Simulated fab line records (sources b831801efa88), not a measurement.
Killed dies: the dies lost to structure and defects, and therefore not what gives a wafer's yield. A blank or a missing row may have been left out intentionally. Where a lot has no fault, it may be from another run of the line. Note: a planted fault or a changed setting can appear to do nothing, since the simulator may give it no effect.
What tool caused it? :: flow gf180mcu :: 42 wafers from 14 lots sampled at 5 of the route's 602 steps

## WHAT EACH GAUGE READ, for each wafer
GF_V1_RS_MEAS_24: the measuring method here is four-point-probe. Usual: V1_W_RS typically reads 0.3269 ohm/sq, with standard deviation 0.003.
lot: L958
measured: day 18 14:07
on: film_metro-04
V1_W_RS (ohm/sq): 0.3246 0.3251 0.3263
flag: 

lot: L959
measured: day 18 23:32
on: film_metro-04
V1_W_RS (ohm/sq): 0.3293 0.3273 0.3281
flag: 

lot: L961
measured: day 19 16:33
on: film_metro-02
V1_W_RS (ohm/sq): 0.3284 0.3233 0.3264
flag: 

lot: L962
measured: day 20 06:37
on: film_metro-04
V1_W_RS (ohm/sq): 0.3297 0.3273 0.3285
flag: 

lot: L964
measured: day 21 00:25
on: film_metro-03
V1_W_RS (ohm/sq): 0.3269 0.3245 0.3231
flag: 

lot: L970
measured: day 23 03:10
on: film_metro-04
V1_W_RS (ohm/sq): 0.3232 0.3305 0.3266
flag: 

lot: L971
measured: day 23 07:08
on: film_metro-04
V1_W_RS (ohm/sq): 0.3223 0.3243 0.3293
flag: 

lot: L972
measured: day 23 19:56
on: film_metro-04
V1_W_RS (ohm/sq): 0.3289 0.3263 0.3321
flag: 

lot: L973
measured: day 23 23:49
on: film_metro-03
V1_W_RS (ohm/sq): 0.3217 0.3244 0.3225
flag: 

lot: L974
measured: day 24 07:53
on: film_metro-03
V1_W_RS (ohm/sq): 0.3217 0.3250 0.3246
flag: 

lot: L976
measured: day 24 23:55
on: film_metro-04
V1_W_RS (ohm/sq): 0.3271 0.3236 0.3255
flag: 

lot: L978
measured: day 25 17:26
on: film_metro-02
V1_W_RS (ohm/sq): 0.3283 0.3269 0.3253
flag: 

lot: L979
measured: day 25 23:44
on: film_metro-04
V1_W_RS (ohm/sq): 0.3290 0.3308 0.3297
flag: 

lot: L980
measured: day 26 07:58
on: film_metro-02
V1_W_RS (ohm/sq): 0.3342 0.3280 0.3336
flag: 

GF_M3_THK_MEAS_06: measures by xrf. Usual: M3_ALCU_THK typically reads 439 nm, with standard deviation 5.
lot: L958
measured: day 20 18:08
on: film_metro-01
M3_ALCU_THK (nm): 438 436 438
flag: 

lot: L959
measured: day 21 03:50
on: film_metro-04
M3_ALCU_THK (nm): 438 438 438
flag: 

lot: L961
measured: day 21 20:25
on: film_metro-04
M3_ALCU_THK (nm): 482 482 487
flag: OFF

lot: L962
measured: day 22 09:49
on: film_metro-04
M3_ALCU_THK (nm): 493 489 494
flag: OFF

lot: L964
measured: day 23 02:07
on: film_metro-03
M3_ALCU_THK (nm): 450 448 447
flag: 

lot: L970
measured: day 25 03:29
on: film_metro-04
M3_ALCU_THK (nm): 436 437 446
flag: 

lot: L971
measured: day 25 06:34
on: film_metro-04
M3_ALCU_THK (nm): 432 430 430
flag: 

lot: L972
measured: day 25 19:05
on: film_metro-04
M3_ALCU_THK (nm): 437 434 435
flag: 

lot: L973
measured: day 25 22:56
on: film_metro-04
M3_ALCU_THK (nm): 434 437 437
flag: 

lot: L974
measured: day 26 06:44
on: film_metro-03
M3_ALCU_THK (nm): 433 434 436
flag: 

lot: L976
measured: day 26 21:47
on: film_metro-04
M3_ALCU_THK (nm): 433 432 436
flag: 

lot: L978
measured: day 27 13:25
on: film_metro-04
M3_ALCU_THK (nm): 435 435 435
flag: 

lot: L979
measured: day 27 19:37
on: film_metro-04
M3_ALCU_THK (nm): 443 443 437
flag: 

lot: L980
measured: day 28 03:11
on: film_metro-04
M3_ALCU_THK (nm): 435 442 441
flag: 

## TOOL THAT RAN EACH LOT (tool first, then ch and the chambers of the sampled wafers, then the start)
lot: L958
GF_CONTACT_SPUTTER_23: pvd_sputter-04, day 16 11:50
GF_V2_CMP_26: cmp-01 ch 0,1,3, day 20 17:30
GF_M3_SPUTTER_04: pvd_sputter-03, day 20 17:59

lot: L959
GF_CONTACT_SPUTTER_23: pvd_sputter-02, day 16 21:22
GF_V2_CMP_26: cmp-01 ch 0,2,3, day 21 03:12
GF_M3_SPUTTER_04: pvd_sputter-01, day 21 03:41

lot: L961
GF_CONTACT_SPUTTER_23: pvd_sputter-02, day 17 13:04
GF_V2_CMP_26: cmp-01 ch 0,1, day 21 19:50
GF_M3_SPUTTER_04: pvd_sputter-04, day 21 20:16

lot: L962
GF_CONTACT_SPUTTER_23: pvd_sputter-04, day 18 02:53
GF_V2_CMP_26: cmp-01 ch 0,2, day 22 09:09
GF_M3_SPUTTER_04: pvd_sputter-01, day 22 09:38

lot: L964
GF_CONTACT_SPUTTER_23: pvd_sputter-04, day 18 21:29
GF_V2_CMP_26: cmp-02 ch 2,3, day 23 01:27
GF_M3_SPUTTER_04: pvd_sputter-04, day 23 01:56

lot: L970
GF_CONTACT_SPUTTER_23: pvd_sputter-02, day 21 01:07
GF_V2_CMP_26: cmp-02 ch 0,1,3, day 25 02:50
GF_M3_SPUTTER_04: pvd_sputter-01, day 25 03:19

lot: L971
GF_CONTACT_SPUTTER_23: pvd_sputter-02, day 21 04:32
GF_V2_CMP_26: cmp-02 ch 1,3, day 25 05:55
GF_M3_SPUTTER_04: pvd_sputter-01, day 25 06:24

lot: L972
GF_CONTACT_SPUTTER_23: pvd_sputter-04, day 21 19:07
GF_V2_CMP_26: cmp-02 ch 2,3, day 25 18:27
GF_M3_SPUTTER_04: pvd_sputter-01, day 25 18:56

lot: L973
GF_CONTACT_SPUTTER_23: pvd_sputter-02, day 21 21:10
GF_V2_CMP_26: cmp-01 ch 2,3, day 25 22:21
GF_M3_SPUTTER_04: pvd_sputter-01, day 25 22:47

lot: L974
GF_CONTACT_SPUTTER_23: pvd_sputter-04, day 22 07:52
GF_V2_CMP_26: cmp-02 ch 2,3, day 26 06:06
GF_M3_SPUTTER_04: pvd_sputter-04, day 26 06:35

lot: L976
GF_CONTACT_SPUTTER_23: pvd_sputter-03, day 23 00:34
GF_V2_CMP_26: cmp-02 ch 2,3, day 26 21:08
GF_M3_SPUTTER_04: pvd_sputter-01, day 26 21:37

lot: L978
GF_CONTACT_SPUTTER_23: pvd_sputter-04, day 23 18:16
GF_V2_CMP_26: cmp-02 ch 1,3, day 27 12:46
GF_M3_SPUTTER_04: pvd_sputter-03, day 27 13:15

lot: L979
GF_CONTACT_SPUTTER_23: pvd_sputter-02, day 24 01:28
GF_V2_CMP_26: cmp-01 ch 0,1,2, day 27 19:02
GF_M3_SPUTTER_04: pvd_sputter-04, day 27 19:28

lot: L980
GF_CONTACT_SPUTTER_23: pvd_sputter-02, day 24 10:26
GF_V2_CMP_26: cmp-01 ch 1,3, day 28 02:33
GF_M3_SPUTTER_04: pvd_sputter-03, day 28 03:02
- GF_CONTACT_SPUTTER_23: material TiN, target thk 10 nm, time 40 s.
- GF_V2_CMP_26: polishes, stops on SiO2, t overpolish 15 s, target thk 0 nm.
- GF_M3_SPUTTER_04: material TiN, target thk 50 nm, time 41.7 s.

## WHAT THE TOOLS THEMSELVES READ (means of the sampled wafers that have a number; where no wafer has one, the mark that the record gives instead)
GF_CONTACT_SPUTTER_23. Usual: cathode_dc_power_W 4000.0 W, standard deviation 0.69; chamber_pressure_pa 4.999 Pa, standard deviation 0.011; throttle_valve_pct 30.3 %, standard deviation 0.69.
lot: L958
tool: pvd_sputter-04
cathode_dc_power_W (W): 4000.4
chamber_pressure_pa (Pa): 5.002
throttle_valve_pct (%): 30.4
flag: 

lot: L959
tool: pvd_sputter-02
cathode_dc_power_W (W): 4000.0
chamber_pressure_pa (Pa): 4.999
throttle_valve_pct (%): 30.6
flag: 

lot: L961
tool: pvd_sputter-02
cathode_dc_power_W (W): 3999.5
chamber_pressure_pa (Pa): 5.004
throttle_valve_pct (%): 30.2
flag: 

lot: L962
tool: pvd_sputter-04
cathode_dc_power_W (W): 4000.5
chamber_pressure_pa (Pa): 4.993
throttle_valve_pct (%): 29.7
flag: 

lot: L964
tool: pvd_sputter-04
cathode_dc_power_W (W): 4000.6
chamber_pressure_pa (Pa): 4.999
throttle_valve_pct (%): 29.1
flag: 

lot: L970
tool: pvd_sputter-02
cathode_dc_power_W (W): 4000.3
chamber_pressure_pa (Pa): 5.006
throttle_valve_pct (%): 30.7
flag: 

lot: L971
tool: pvd_sputter-02
cathode_dc_power_W (W): 4000.2
chamber_pressure_pa (Pa): 5.007
throttle_valve_pct (%): 30.5
flag: 

lot: L972
tool: pvd_sputter-04
cathode_dc_power_W (W): 3999.5
chamber_pressure_pa (Pa): 5.002
throttle_valve_pct (%): 29.7
flag: 

lot: L973
tool: pvd_sputter-02
cathode_dc_power_W (W): 4000.2
chamber_pressure_pa (Pa): 4.998
throttle_valve_pct (%): 30.6
flag: 

lot: L974
tool: pvd_sputter-04
cathode_dc_power_W (W): 3999.4
chamber_pressure_pa (Pa): 4.992
throttle_valve_pct (%): 29.2
flag: 

lot: L976
tool: pvd_sputter-03
cathode_dc_power_W (W): 3999.7
chamber_pressure_pa (Pa): 5.007
throttle_valve_pct (%): 30.5
flag: 

lot: L978
tool: pvd_sputter-04
cathode_dc_power_W (W): 3999.7
chamber_pressure_pa (Pa): 5.000
throttle_valve_pct (%): 29.7
flag: 

lot: L979
tool: pvd_sputter-02
cathode_dc_power_W (W): 4000.1
chamber_pressure_pa (Pa): 4.995
throttle_valve_pct (%): 30.6
flag: 

lot: L980
tool: pvd_sputter-02
cathode_dc_power_W (W): 4000.4
chamber_pressure_pa (Pa): 4.989
throttle_valve_pct (%): 30.3
flag: 

GF_V2_CMP_26. Usual: motor_current_A 11.0 A, standard deviation 1.3; overpolish_run_s 15.000 s, standard deviation 0.0083; time_to_endpoint_s 82.6 s, standard deviation 2.8.
lot: L958
tool: cmp-01
motor_current_A (A): 10.3
overpolish_run_s (s): 15.001
time_to_endpoint_s (s): 83.0
flag: 

lot: L959
tool: cmp-01
motor_current_A (A): 10.4
overpolish_run_s (s): 14.999
time_to_endpoint_s (s): 83.7
flag: 

lot: L961
tool: cmp-01
motor_current_A (A): 10.6
overpolish_run_s (s): 15.001
time_to_endpoint_s (s): 83.9
flag: 

lot: L962
tool: cmp-01
motor_current_A (A): 10.4
overpolish_run_s (s): 15.001
time_to_endpoint_s (s): 79.5
flag: 

lot: L964
tool: cmp-02
motor_current_A (A): 12.3
overpolish_run_s (s): 15.005
time_to_endpoint_s (s): 80.3
flag: 

lot: L970
tool: cmp-02
motor_current_A (A): 11.2
overpolish_run_s (s): 14.990
time_to_endpoint_s (s): 81.8
flag: 

lot: L971
tool: cmp-02
motor_current_A (A): 12.4
overpolish_run_s (s): 15.008
time_to_endpoint_s (s): 81.4
flag: 

lot: L972
tool: cmp-02
motor_current_A (A): 12.4
overpolish_run_s (s): 15.002
time_to_endpoint_s (s): 79.9
flag: 

lot: L973
tool: cmp-01
motor_current_A (A): 10.9
overpolish_run_s (s): 15.003
time_to_endpoint_s (s): 85.8
flag: 

lot: L974
tool: cmp-02
motor_current_A (A): 12.4
overpolish_run_s (s): 15.003
time_to_endpoint_s (s): 78.2
flag: 

lot: L976
tool: cmp-02
motor_current_A (A): 12.9
overpolish_run_s (s): 15.002
time_to_endpoint_s (s): 81.9
flag: 

lot: L978
tool: cmp-02
motor_current_A (A): 12.8
overpolish_run_s (s): 14.997
time_to_endpoint_s (s): 80.1
flag: 

lot: L979
tool: cmp-01
motor_current_A (A): 10.3
overpolish_run_s (s): 15.004
time_to_endpoint_s (s): 82.9
flag: 

lot: L980
tool: cmp-01
motor_current_A (A): 10.3
overpolish_run_s (s): 15.001
time_to_endpoint_s (s): 84.3
flag: 

GF_M3_SPUTTER_04. Usual: cathode_dc_power_W 6500.0 W, standard deviation 1.1; chamber_pressure_pa 0.4000 Pa, standard deviation 0.00069; throttle_valve_pct 30.0 %, standard deviation 0.77.
lot: L958
tool: pvd_sputter-03
cathode_dc_power_W (W): 6499.8
chamber_pressure_pa (Pa): 0.3999
throttle_valve_pct (%): 30.3
flag: 

lot: L959
tool: pvd_sputter-01
cathode_dc_power_W (W): 6501.1
chamber_pressure_pa (Pa): 0.3998
throttle_valve_pct (%): 29.8
flag: 

lot: L961
tool: pvd_sputter-04
cathode_dc_power_W (W): -
chamber_pressure_pa (Pa): -
throttle_valve_pct (%): -
flag: OFF

lot: L962
tool: pvd_sputter-01
cathode_dc_power_W (W): -
chamber_pressure_pa (Pa): -
throttle_valve_pct (%): -
flag: OFF

lot: L964
tool: pvd_sputter-04
cathode_dc_power_W (W): 6499.3
chamber_pressure_pa (Pa): 0.4007
throttle_valve_pct (%): 30.3
flag: 

lot: L970
tool: pvd_sputter-01
cathode_dc_power_W (W): 6499.7
chamber_pressure_pa (Pa): 0.3996
throttle_valve_pct (%): 29.8
flag: 

lot: L971
tool: pvd_sputter-01
cathode_dc_power_W (W): 6500.1
chamber_pressure_pa (Pa): 0.3997
throttle_valve_pct (%): 29.6
flag: 

lot: L972
tool: pvd_sputter-01
cathode_dc_power_W (W): 6500.9
chamber_pressure_pa (Pa): 0.4000
throttle_valve_pct (%): 29.7
flag: 

lot: L973
tool: pvd_sputter-01
cathode_dc_power_W (W): 6501.5
chamber_pressure_pa (Pa): 0.4002
throttle_valve_pct (%): 29.8
flag: 

lot: L974
tool: pvd_sputter-04
cathode_dc_power_W (W): 6499.5
chamber_pressure_pa (Pa): 0.3993
throttle_valve_pct (%): 30.2
flag: 

lot: L976
tool: pvd_sputter-01
cathode_dc_power_W (W): 6499.2
chamber_pressure_pa (Pa): 0.3993
throttle_valve_pct (%): 29.8
flag: 

lot: L978
tool: pvd_sputter-03
cathode_dc_power_W (W): 6501.0
chamber_pressure_pa (Pa): 0.3998
throttle_valve_pct (%): 31.4
flag: 

lot: L979
tool: pvd_sputter-04
cathode_dc_power_W (W): 6500.4
chamber_pressure_pa (Pa): 0.4005
throttle_valve_pct (%): 30.2
flag: 

lot: L980
tool: pvd_sputter-03
cathode_dc_power_W (W): 6500.3
chamber_pressure_pa (Pa): 0.4004
throttle_valve_pct (%): 30.4
flag: 

## THE ANSWER, worked out from the rows above alone
Rule: take the mean of a lot's wafers that have a number; if it is more than 3 standard deviations from the usual mean, the lot is off. Also off: a lot with no number at a reading for which 4 or more lots have one. All remaining lots with rows at the step are treated as sound. The gauges are gone through in route order, then the tools' own readings, and for those a lot's mean is taken as printed above. At the first step where some lot is off, the reading lying furthest off is the one used; lots without a number count as furthest.
Off: at GF_M3_THK_MEAS_06 (M3_ALCU_THK), L961, L962.
If a tool, at a process step before that reading, ran all the lots that are off and no sound lot after the first of them, it fits. The gauges at GF_M3_THK_MEAS_06 aren't tried: what is off there is off at GF_M3_SPUTTER_04 too, on other tools, and a gauge's error can't cause that. Not one of the candidates tried fits.

## WHAT WAS PUT IN BY THE SIMULATOR
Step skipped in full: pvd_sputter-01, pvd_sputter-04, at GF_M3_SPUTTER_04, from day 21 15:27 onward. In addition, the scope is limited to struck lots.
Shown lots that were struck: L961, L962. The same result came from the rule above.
